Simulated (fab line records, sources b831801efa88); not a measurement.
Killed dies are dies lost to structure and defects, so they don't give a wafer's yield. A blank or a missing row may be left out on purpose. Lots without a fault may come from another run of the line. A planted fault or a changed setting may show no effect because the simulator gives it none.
fab line records | flow sky130 | part 1 of 2: steps 1 to 42 of 43
record lots=6 wafers=18 last_day=49
route steps=708 shown LI_CONTACT@366 LOCAL_INTERCONNECT@387 CONTACT@406 PAD_OPEN@708
lots that met no fault: from a run of the same line without faults
start_h: hours from the record's first day to the start of the lot's first wafer shown | wait_h: hours since the lot's step before | " the same as in the row above | L1.1+2: a row that stands for several wafers | - no value, or no start given | * or withheld: withheld | < > ~ a bound
route shown NAME@n: a module of which the file shows steps, and the number in the route of the first | usual: mean/standard deviation of fault-free wafers | same: alike in all rows | chamber/n: place in a boat | sites: the reading at each site | _std_site: their standard deviation | _edge_site: outer sites' mean less inner sites' | radius_mm: how far each site lies from the wafer's centre | mask NAME#n: copy n | behind: the tool/chamber that last shaped the wafer | hold: why the lot was held/for how many hours/how that ended | device: the transistor (n, p or np) that didn't switch | end of line: the same wafers' tests at the end of the route | a step without rows: its recipe alone | killed: dies lost to structure and defects at the first sort, not the wafer's yield | map: a wafer's dies, x killed, . not, _ none there
set.NAME: the setting as run; set.NAME@STEP: as run at that earlier step | model.NAME: the simulator's own value behind a step, which no gauge read
lots at some steps of the route; a table a step, a row a wafer
services: from which hour (start_h, from the record's first day; less than 0 if before it) a tool's chamber was out of use, for how many hours, and why
## steps
# step SKY_LI_CONTACT_DEHYDRATE_04
# recipe temp_c=200 time_s=60
# step SKY_LI_CONTACT_HMDS_05
# recipe prime_time_s=60 prime_temp_c=120
# step SKY_LI_CONTACT_COAT_06
# recipe resist=BARC temp_c=withheld time_s=withheld spin_rpm=3000 resist_thk_nm=60
# step SKY_LI_CONTACT_COAT_07
# recipe resist=KrF-thick spin_rpm=3000 resist_thk_nm=450
# step SKY_LI_CONTACT_SOFTBAKE_08
# recipe temp_c=100 time_s=90 resist=KrF-thick
# step SKY_LI_CONTACT_EXPOSE_09
# recipe mask_id=LICM1 na=0.8 source_shape=annular sigma_inner=0.55 sigma_outer=0.85 target_cd_nm=170 dose_mj=38
# step SKY_LI_CONTACT_PEB_10
# recipe peb_temp_c=withheld peb_time_s=withheld resist=KrF-thick
# step SKY_LI_CONTACT_DEVELOP_11
# recipe develop_time_s=60 resist=KrF-thick dev_temp_c=21
# step SKY_LI_CONTACT_CD_MEAS_12
# recipe target_cd_nm=170
# usual cd_nm=169.7/1.5
# columns lot.wafer tool chamber start_h wait_h cd_nm
L406.2 cd_sem-01 - 681.69 - 170.5
L406.5 " - " " 170.3
L406.6 " - " " 167.6
L410.1 cd_sem-02 - 713.63 - 171.2
L410.2 " - " " 171.6
L410.3 " - " " 170.5
L411.2 cd_sem-02 - 724.24 - 170.1
L411.3 " - " " 167.5
L411.6 " - " " 168.3
L412.1 cd_sem-02 - 727.53 - 169.2
L412.2 " - " " 171.6
L412.6 " - " " 168.7
L424.1 cd_sem-01 - 823.32 - 170.5
L424.5 " - " " 171.8
L424.6 " - " " 170.0
L426.1 cd_sem-01 - 826.83 - 166.9
L426.2 " - " " 168.1
L426.3 " - " " 168.0
# step SKY_LI_CONTACT_OVL_MEAS_13
# usual LI_CONTACT_OVL=4/5.4
# columns lot.wafer tool chamber start_h wait_h LI_CONTACT_OVL[nm]
L406.2 overlay-01 - 681.80 0.1 5
L406.5 " - " " -3
L406.6 " - " " -3
L410.1 overlay-01 - 713.75 0.1 4
L410.2 " - " " -6
L410.3 " - " " 6
L411.2 overlay-01 - 724.35 0.1 -2
L411.3 " - " " -5
L411.6 " - " " -2
L412.1 overlay-01 - 727.65 0.1 6
L412.2 " - " " -1
L412.6 " - " " -1
L424.1 overlay-02 - 823.44 0.1 7
L424.5 " - " " 5
L424.6 " - " " 3
L426.1 overlay-02 - 826.95 0.1 5
L426.2 " - " " 1
L426.3 " - " " -2
# step SKY_LI_CONTACT_ETCH_14
# recipe chemistry=N2/H2 target=BARC ion_energy_ev=200 source_w=500 bias_w=100 pressure_mtorr=30 n2_flow_sccm=100 h2_flow_sccm=200 stop_on=SiO2 time_s=45.9 target_depth_a=600
# usual drypump_motor_current_A=5.7/0.36 n2_flow_sccm=100.01/0.27 oes_product_au=0.855/0.0043 throttle_valve_pct=13.224/0.0094
# columns lot.wafer tool chamber start_h wait_h drypump_motor_current_A n2_flow_sccm oes_product_au rf_hours_counter_h throttle_valve_pct
L406.2 rie_diel-01 1 681.83 0.0 5.4 99.80 0.846 11 13.220
L406.5 " 0 " " 5.7 99.96 0.854 - 13.232
L406.6 " 1 " " 5.4 99.52 0.853 - 13.218
L410.1 rie_diel-02 0 713.78 0.0 5.5 100.08 0.849 8 13.216
L410.2 " 2 " " 5.0 100.04 0.852 3 13.218
L410.3 " 1 " " 6.4 99.40 0.861 9 13.234
L411.2 rie_diel-03 0 724.38 0.0 5.8 99.86 0.856 8 13.231
L411.3 " 3 " " 5.7 99.81 0.850 7 13.211
L411.6 " 3 " " 5.7 99.86 0.852 - 13.252
L412.1 rie_diel-01 1 727.68 0.0 5.4 99.68 0.860 13 13.236
L412.2 " 0 " " 5.6 100.13 0.857 0 13.227
L412.6 " 1 " " 5.4 99.89 0.852 - 13.236
L424.1 rie_diel-03 3 823.48 0.0 5.7 100.16 0.860 10 13.210
L424.5 " 3 " " 5.7 100.33 0.851 - 13.222
L424.6 " 0 " " 5.8 99.73 0.850 - 13.224
L426.1 rie_diel-03 1 826.98 0.0 6.2 99.85 0.847 1 13.228
L426.2 " 3 " " 5.7 100.37 0.858 10 13.238
L426.3 " 0 " " 5.8 100.00 0.863 11 13.229
# step SKY_LI_CONTACT_ETCH_15
# recipe target=PSG chemistry=C4F8/O2/Ar stop_on=Si taper_deg=4.15 mask_material=KrF-thick source_w=1500 bias_w=1200 pressure_mtorr=40 c4f8_flow_sccm=withheld O2_flow_sccm=6 Ar_flow_sccm=300 time_s=withheld target_depth_a=6000
# usual oes_product_au=0.838/0.0045
# columns lot.wafer tool chamber start_h wait_h oes_product_au
L406.2 rie_diel-01 1 681.87 0.0 0.838
L406.5 " 0 " " 0.838
L406.6 " 1 " " 0.832
L410.1 rie_diel-02 0 713.83 0.0 0.839
L410.2 " 2 " " 0.841
L410.3 " 1 " " 0.836
L411.2 rie_diel-03 0 724.42 0.0 0.839
L411.3 " 3 " " 0.828
L411.6 " 3 " " 0.842
L412.1 rie_diel-01 1 727.73 0.0 0.837
L412.2 " 0 " " 0.837
L412.6 " 1 " " 0.834
L424.1 rie_diel-03 3 823.52 0.0 0.838
L424.5 " 3 " " 0.846
L424.6 " 0 " " 0.829
L426.1 rie_diel-03 1 827.03 0.0 0.829
L426.2 " 3 " " 0.839
L426.3 " 0 " " 0.843
# step SKY_LI_CONTACT_STRIP_16
# recipe chemistry=O2/N2 power_w=1400 pressure_mtorr=1500 platen_temp_c=withheld o2_flow_sccm=3000 n2_flow_sccm=300 overash_fraction=0.5
# usual drypump_motor_current_A=5.9/0.45 n2_flow_sccm=300.0/0.94 oes_product_au=0.375/0.0047 strip_time_to_endpoint_s=3.503/0.023
# columns lot.wafer tool chamber start_h wait_h drypump_motor_current_A n2_flow_sccm oes_product_au rf_hours_counter_h strip_time_to_endpoint_s
L406.2 plasma_asher-04 0 681.95 - 5.9 298.4 0.372 24 3.498
L406.5 " 1 " " 6.3 301.5 0.364 - 3.492
L406.6 " 0 " " 5.9 298.6 0.368 - 3.457
L410.1 plasma_asher-01 1 713.91 - 6.0 299.4 0.372 103 3.511
L410.2 " 0 " " 5.1 300.7 0.379 103 3.520
L410.3 " 0 " " 5.1 299.7 0.382 - 3.502
L411.2 plasma_asher-01 1 724.50 - 6.1 299.9 0.371 104 3.467
L411.3 " 1 " " 6.1 301.1 0.369 - 3.483
L411.6 " 0 " " 5.2 300.0 0.370 - 3.506
L412.1 plasma_asher-04 0 727.81 - 5.9 299.8 0.376 29 3.498
L412.2 " 1 " " 6.3 298.4 0.378 29 3.538
L412.6 " 1 " " 6.3 297.5 0.375 - 3.523
L424.1 plasma_asher-04 0 823.60 - 5.9 297.6 0.375 39 3.506
L424.5 " 0 " " 5.9 299.2 0.373 - 3.511
L424.6 " 1 " " 6.3 300.1 0.367 - 3.505
L426.1 plasma_asher-04 0 827.11 - 5.9 300.6 0.378 40 3.510
L426.2 " 1 " " 6.3 299.8 0.375 40 3.519
L426.3 " 1 " " 6.3 301.3 0.370 - 3.492
# step SKY_LI_CONTACT_CLEAN_17
# recipe chemistry=NMP time_s=600 temp_c=60 dry=n2_spin
# step SKY_LI_CONTACT_PRE_CLEAN_18
# recipe gas=Ar time_s=5.6 bias_v=358
# step SKY_LI_CONTACT_SPUTTER_19
# recipe material=Ti target_thk_nm=20 chamber_pressure_pa=5 power_w=2500 substrate_temp_c=200 time_s=106.37
# step SKY_LI_CONTACT_SPUTTER_20
# recipe material=TiN target_thk_nm=20 chamber_pressure_pa=5 power_w=4000 time_s=80
# step SKY_LI_CONTACT_CVD_21
# recipe material=W target_thk_nm=400 time_s=120.56 temp_c=400 pressure_torr=40
# step SKY_LI_CONTACT_RS_MEAS_22
# recipe thk_meas_gauge=four-point-probe reads=W_of_LI_CONTACT_CVD_21+TiN_of_LI_CONTACT_SPUTTER_20+Ti_of_LI_CONTACT_SPUTTER_19
# usual LI_CONTACT_W_RS=0.284/0.0045
# columns lot.wafer tool chamber start_h wait_h LI_CONTACT_W_RS[ohm/sq]
L406.2 film_metro-01 - 682.55 0.1 0.285
L406.5 " - " " 0.286
L406.6 " - " " 0.279
L410.1 film_metro-02 - 714.47 0.1 0.286
L410.2 " - " " 0.290
L410.3 " - " " 0.282
L411.2 film_metro-02 - 725.08 0.1 0.276
L411.3 " - " " 0.277
L411.6 " - " " 0.287
L412.1 film_metro-03 - 728.38 0.1 0.285
L412.2 " - " " 0.285
L412.6 " - " " 0.288
L424.1 film_metro-03 - 824.16 0.1 0.278
L424.5 " - " " 0.292
L424.6 " - " " 0.277
L426.1 film_metro-02 - 827.67 0.1 0.276
L426.2 " - " " 0.287
L426.3 " - " " 0.281
# step SKY_LI_CONTACT_THK_MEAS_23
# recipe thk_meas_gauge=xrf reads=W_of_LI_CONTACT_CVD_21
# usual LI_CONTACT_W_THK=401/11
# columns lot.wafer tool chamber start_h wait_h LI_CONTACT_W_THK[nm]
L406.2 film_metro-01 - 682.66 0.1 398
L406.5 " - " " 398
L406.6 " - " " 410
L410.1 film_metro-02 - 714.59 0.1 390
L410.2 " - " " 387
L410.3 " - " " 396
L411.2 film_metro-02 - 725.19 0.1 404
L411.3 " - " " 404
L411.6 " - " " 388
L412.1 film_metro-03 - 728.50 0.1 414
L412.2 " - " " 409
L412.6 " - " " 409
L424.1 film_metro-03 - 824.28 0.1 424
L424.5 " - " " 399
L424.6 " - " " 423
L426.1 film_metro-02 - 827.79 0.1 404
L426.2 " - " " 388
L426.3 " - " " 397
# step SKY_LI_CONTACT_CMP_24
# recipe stop_on=PSG t_overpolish_s=20 down_force_psi=3.5 platen_rpm=60 target_thk_nm=0 pad_velocity_m_s=0.94248
# step SKY_LOCAL_INTERCONNECT_SPUTTER_00
# recipe material=TiN target_thk_nm=100 temp_c=300 power_w=6500 time_s=83.3 chamber_pressure_pa=0.4
# usual throttle_valve_pct=30.2/0.88
# columns lot.wafer tool chamber start_h wait_h throttle_valve_pct
L406.2 pvd_sputter-02 - 683.01 0.1 28.1
L406.5 " - " " 30.7
L406.6 " - " " 30.1
L410.1 pvd_sputter-02 - 714.95 0.1 31.0
L410.2 " - " " 30.1
L410.3 " - " " 29.9
L411.2 pvd_sputter-02 - 725.54 0.2 30.0
L411.3 " - " " 30.0
L411.6 " - " " 30.1
L412.1 pvd_sputter-03 - 728.86 0.2 31.1
L412.2 " - " " 31.4
L412.6 " - " " 31.0
L424.1 pvd_sputter-04 - 824.64 0.2 29.8
L424.5 " - " " 29.6
L424.6 " - " " 29.6
L426.1 pvd_sputter-04 - 828.15 0.2 29.8
L426.2 " - " " 31.2
L426.3 " - " " 29.5
# step SKY_LOCAL_INTERCONNECT_RS_MEAS_01
# recipe thk_meas_gauge=four-point-probe reads=TiN_of_LOCAL_INTERCONNECT_SPUTTER_00
# usual LOCAL_INTERCONNECT_TIN_RS=14.11/0.11
# columns lot.wafer tool chamber start_h wait_h LOCAL_INTERCONNECT_TIN_RS[ohm/sq]
L406.2 film_metro-03 - 683.09 0.1 13.95
L406.5 " - " " 14.02
L406.6 " - " " 14.06
L410.1 film_metro-02 - 715.01 0.0 13.98
L410.2 " - " " 13.97
L410.3 " - " " 13.99
L411.2 film_metro-04 - 725.62 0.1 13.98
L411.3 " - " " 14.25
L411.6 " - " " 14.19
L412.1 film_metro-04 - 728.93 0.0 14.11
L412.2 " - " " 14.20
L412.6 " - " " 14.13
L424.1 film_metro-02 - 824.70 0.0 14.00
L424.5 " - " " 14.02
L424.6 " - " " 14.02
L426.1 film_metro-03 - 828.21 0.0 14.11
L426.2 " - " " 14.25
L426.3 " - " " 14.18
# step SKY_LOCAL_INTERCONNECT_THK_MEAS_02
# recipe thk_meas_gauge=xrf reads=TiN_of_LOCAL_INTERCONNECT_SPUTTER_00
# usual LOCAL_INTERCONNECT_TIN_THK=99.4/0.82
# columns lot.wafer tool chamber start_h wait_h LOCAL_INTERCONNECT_TIN_THK[nm]
L406.2 film_metro-03 - 683.20 0.1 101.0
L406.5 " - " " 100.1
L406.6 " - " " 99.6
L410.1 film_metro-02 - 715.13 0.1 99.5
L410.2 " - " " 99.3
L410.3 " - " " 99.5
L411.2 film_metro-04 - 725.73 0.1 100.0
L411.3 " - " " 98.5
L411.6 " - " " 98.9
L412.1 film_metro-04 - 729.05 0.1 98.9
L412.2 " - " " 99.0
L412.6 " - " " 98.9
L424.1 film_metro-02 - 824.82 0.1 99.4
L424.5 " - " " 99.5
L424.6 " - " " 99.3
L426.1 film_metro-03 - 828.33 0.1 99.7
L426.2 " - " " 99.4
L426.3 " - " " 99.9
# step SKY_LOCAL_INTERCONNECT_DEHYDRATE_03
# recipe temp_c=200 time_s=60
# step SKY_LOCAL_INTERCONNECT_HMDS_04
# recipe prime_time_s=60 prime_temp_c=120
# step SKY_LOCAL_INTERCONNECT_COAT_05
# recipe resist=BARC temp_c=withheld time_s=withheld spin_rpm=3000 resist_thk_nm=60
# step SKY_LOCAL_INTERCONNECT_COAT_06
# recipe resist=KrF-thick spin_rpm=3000 resist_thk_nm=450
# step SKY_LOCAL_INTERCONNECT_SOFTBAKE_07
# recipe temp_c=100 time_s=90 resist=KrF-thick
# step SKY_LOCAL_INTERCONNECT_EXPOSE_08
# recipe mask_id=LI1M na=0.8 source_shape=annular sigma_inner=0.55 sigma_outer=0.85 target_cd_nm=170 dose_mj=28
# step SKY_LOCAL_INTERCONNECT_PEB_09
# recipe peb_temp_c=withheld peb_time_s=withheld resist=KrF-thick
# step SKY_LOCAL_INTERCONNECT_DEVELOP_10
# recipe develop_time_s=60 resist=KrF-thick dev_temp_c=21
# step SKY_LOCAL_INTERCONNECT_CD_MEAS_11
# recipe target_cd_nm=170
# usual cd_nm=170.7/1.6
# columns lot.wafer tool chamber start_h wait_h cd_nm
L406.2 cd_sem-01 - 710.37 - 169.3
L406.5 " - " " 169.1
L406.6 " - " " 169.4
L410.1 cd_sem-02 - 741.57 - 170.8
L410.2 " - " " 171.5
L410.3 " - " " 170.1
L411.2 cd_sem-01 - 752.52 - 171.3
L411.3 " - " " 172.2
L411.6 " - " " 170.2
L412.1 cd_sem-02 - 755.22 - 170.3
L412.2 " - " " 169.1
L412.6 " - " " 169.1
L424.1 cd_sem-01 - 851.30 - 170.2
L424.5 " - " " 170.7
L424.6 " - " " 170.9
L426.1 cd_sem-01 - 854.15 - 172.3
L426.2 " - " " 171.5
L426.3 " - " " 169.3
# step SKY_LOCAL_INTERCONNECT_OVL_MEAS_12
# usual LOCAL_INTERCONNECT_OVL=3/5
# columns lot.wafer tool chamber start_h wait_h LOCAL_INTERCONNECT_OVL[nm]
L406.2 overlay-01 - 710.47 0.1 2
L406.5 " - " " -3
L406.6 " - " " -1
L410.1 overlay-02 - 741.69 0.1 3
L410.2 " - " " -3
L410.3 " - " " 0
L411.2 overlay-01 - 752.62 0.1 -2
L411.3 " - " " -4
L411.6 " - " " 4
L412.1 overlay-02 - 755.34 0.1 6
L412.2 " - " " 2
L412.6 " - " " 5
L424.1 overlay-02 - 851.42 0.1 -4
L424.5 " - " " 4
L424.6 " - " " -1
L426.1 overlay-02 - 854.27 0.1 0
L426.2 " - " " -2
L426.3 " - " " 4
# step SKY_LOCAL_INTERCONNECT_ETCH_13
# recipe chemistry=N2/H2 target=BARC ion_energy_ev=200 bias_w=100 pressure_mtorr=30 n2_flow_sccm=100 h2_flow_sccm=200 icp_w=500 stop_on=SiO2 time_s=45.9 target_depth_a=600
# usual drypump_motor_current_A=5.4/0.34 n2_flow_sccm=99.95/0.28 oes_product_au=0.855/0.0044 throttle_valve_pct=13.226/0.0083
# columns lot.wafer tool chamber start_h wait_h drypump_motor_current_A n2_flow_sccm oes_product_au rf_hours_counter_h throttle_valve_pct
L406.2 rie_metal-01 0 710.50 0.0 5.8 99.78 0.860 7 13.213
L406.5 " 1 " " 5.3 100.20 0.855 - 13.227
L406.6 " 0 " " 5.8 99.86 0.855 - 13.225
L410.1 rie_metal-01 0 741.73 0.0 5.8 99.96 0.857 8 13.216
L410.2 " 1 " " 5.3 99.77 0.850 4 13.223
L410.3 " 1 " " 5.3 100.20 0.853 - 13.233
L411.2 rie_metal-02 0 752.65 0.0 5.1 99.61 0.852 5 13.223
L411.3 " 1 " " 5.4 100.03 0.862 - 13.231
L411.6 " 0 " " 5.2 99.27 0.853 - 13.216
L412.1 rie_metal-01 0 755.38 0.0 5.8 99.53 0.857 8 13.233
L412.2 " 1 " " 5.3 100.03 0.856 5 13.233
L412.6 " 0 " " 5.8 99.87 0.855 - 13.228
L424.1 rie_metal-01 1 851.45 0.0 5.3 100.22 0.853 8 13.225
L424.5 " 0 " " 5.8 99.97 0.859 - 13.205
L424.6 " 1 " " 5.3 100.18 0.852 - 13.231
L426.1 rie_metal-04 0 854.30 0.0 4.9 100.11 0.859 18 13.228
L426.2 " 1 " " 5.7 100.27 0.858 17 13.212
L426.3 " 0 " " 4.9 99.65 0.851 - 13.213
# step SKY_LOCAL_INTERCONNECT_METAL_ETCH_14
# recipe target_depth_nm=110 stop_on=PSG chemistry=Cl2/BCl3 target=TiN resist_sidewall_deg=88 pressure_mtorr=10 icp_w=900 bias_w=48.5 Cl2_flow_sccm=60 bcl3_flow_sccm=30 time_s=31.4
# usual drypump_motor_current_A=5.4/0.34 oes_product_au=0.943/0.0058 throttle_valve_pct=21.901/0.0098
# columns lot.wafer tool chamber start_h wait_h drypump_motor_current_A oes_product_au rf_hours_counter_h throttle_valve_pct
L406.2 rie_metal-01 0 710.57 0.0 5.8 0.949 7 21.879
L406.5 " 1 " " 5.4 0.946 - 21.881
L406.6 " 0 " " 5.8 0.937 - 21.896
L410.1 rie_metal-01 0 741.79 0.0 5.8 0.940 8 21.923
L410.2 " 1 " " 5.3 0.945 4 21.899
L410.3 " 1 " " 5.3 0.945 - 21.918
L411.2 rie_metal-02 0 752.72 0.0 5.2 0.954 5 21.903
L411.3 " 1 " " 5.4 0.947 - 21.902
L411.6 " 0 " " 5.1 0.940 - 21.909
L412.1 rie_metal-01 0 755.44 0.0 5.8 0.946 9 21.899
L412.2 " 1 " " 5.3 0.943 5 21.896
L412.6 " 0 " " 5.8 0.944 - 21.897
L424.1 rie_metal-01 1 851.52 0.0 5.3 0.951 8 21.902
L424.5 " 0 " " 5.8 0.951 - 21.909
L424.6 " 1 " " 5.3 0.938 - 21.911
L426.1 rie_metal-04 0 854.37 0.0 4.9 0.941 18 21.904
L426.2 " 1 " " 5.7 0.944 17 21.903
L426.3 " 0 " " 4.9 0.938 - 21.902
# step SKY_LOCAL_INTERCONNECT_STRIP_15
# recipe chemistry=O2/N2 power_w=1400 pressure_mtorr=1500 platen_temp_c=withheld o2_flow_sccm=3000 n2_flow_sccm=300 overash_fraction=0.5
# step SKY_LOCAL_INTERCONNECT_STRIP_16
# recipe chemistry=post_etch_residue_remover time_s=1200 temp_c=72.5
# step SKY_LOCAL_INTERCONNECT_CLEAN_17
# recipe chemistry=IPA time_s=180 temp_c=25
# step SKY_LOCAL_INTERCONNECT_CLEAN_18
# recipe chemistry=O3/DIW dry=n2_spin
# step SKY_CONTACT_CVD_00
# recipe material=Si3N4 target_thk_nm=75 temp_c=400 time_s=withheld rf_w=450
# step SKY_CONTACT_THK_MEAS_01
# recipe reads=Si3N4_of_CONTACT_CVD_00
# usual CONTACT_CVD_00_THK=75.1/0.91
# columns lot.wafer tool chamber start_h wait_h CONTACT_CVD_00_THK[nm]
L406.2 film_metro-01 - 711.25 - 73.5
L406.5 " - " " 75.4
L406.6 " - " " 74.1
L410.1 film_metro-01 - 742.47 - 75.4
L410.2 " - " " 74.7
L410.3 " - " " 76.1
L411.2 film_metro-03 - 753.41 - 73.6
L411.3 " - " " 74.4
L411.6 " - " " 74.2
L412.1 film_metro-03 - 756.15 - 75.3
L412.2 " - " " 74.8
L412.6 " - " " 76.3
L424.1 film_metro-04 - 852.19 - 74.7
L424.5 " - " " 76.5
L424.6 " - " " 74.8
L426.1 film_metro-04 - 855.04 - 74.8
L426.2 " - " " 74.3
L426.3 " - " " 73.9
